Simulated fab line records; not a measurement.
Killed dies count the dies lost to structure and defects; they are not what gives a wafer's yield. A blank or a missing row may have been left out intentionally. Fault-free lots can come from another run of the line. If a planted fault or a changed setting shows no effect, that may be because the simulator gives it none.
The tool behind it: which one? + flow gf180mcu + Sampling: 6 lots, 18 wafers, 3 of 602 route steps

## WHAT EACH GAUGE READ, for each wafer
GF_V4_RS_MEAS_24: uses a four-point probe to measure.
| lot  | measured     | on            | V4_W_RS (ohm/sq)  |
|------|--------------|---------------|-------------------|
| L559 | day 24 20:08 | film metro-03 | 0.328 0.332 0.327 |
| L562 | day 26 00:01 | film metro-03 | 0.326 0.331 0.329 |
| L564 | day 26 13:35 | film metro-04 | 0.327 0.328 0.328 |
| L569 | day 28 14:40 | film metro-04 | 0.329 0.336 0.326 |
| L574 | day 29 21:55 | film metro-03 | 0.325 0.336 0.328 |
| L580 | day 31 11:48 | film metro-03 | 0.328 0.330 0.330 |

## WHAT TOOL EACH LOT RAN ON (gives the tool, then ch and the chambers of the sampled wafers, and finally the start)
| lot  | GF_V4_ETCH_16                      | GF_V4_ETCH_17                                 |
|------|------------------------------------|-----------------------------------------------|
| L559 | rie diel-02 ch 1,3, day 24 19:13   | rie diel-02 ch 1,3, day 24 20:08 or earlier   |
| L562 | rie diel-02 ch 1,2, day 25 23:01   | rie diel-02 ch 1,2, day 26 00:01 or earlier   |
| L564 | rie diel-04 ch 1,2,3, day 26 12:40 | rie diel-04 ch 1,2,3, day 26 13:35 or earlier |
| L569 | rie diel-04 ch 0,1,2, day 28 13:41 | rie diel-04 ch 0,1,2, day 28 14:40 or earlier |
| L574 | rie diel-04 ch 0,1, day 29 21:01   | rie diel-04 ch 0,1, day 29 21:55 or earlier   |
| L580 | rie diel-01 ch 0,2,3, day 31 10:55 | rie diel-01 ch 0,2,3, day 31 11:48 or earlier |
- GF_V4_ETCH_16: etches BARC in N2/H2.
- GF_V4_ETCH_17: etches SiO2 in C4F8/O2/Ar, stops on TiN, target depth 630 nm.

## THE ANSWER, worked out from the rows above alone
Rule: what is usual is taken from the lots themselves. The widest of any qualifying gaps counts: lots, ordered by their means at a reading, are off when they make up no more than a third of the lots, leave a main group of 4 or more, and stand apart from it by 3 or more times the standard deviation of that group's means. A main group whose means are all the same, to the digits that the tables above print for the reading, isn't used. A lot without any number at a reading at which 4 lots or more have one is off too. All remaining lots with rows at the step are treated as sound.
None of the lots is off at any reading shown; this tells nothing.

## WHAT THE SIMULATOR PUT IN
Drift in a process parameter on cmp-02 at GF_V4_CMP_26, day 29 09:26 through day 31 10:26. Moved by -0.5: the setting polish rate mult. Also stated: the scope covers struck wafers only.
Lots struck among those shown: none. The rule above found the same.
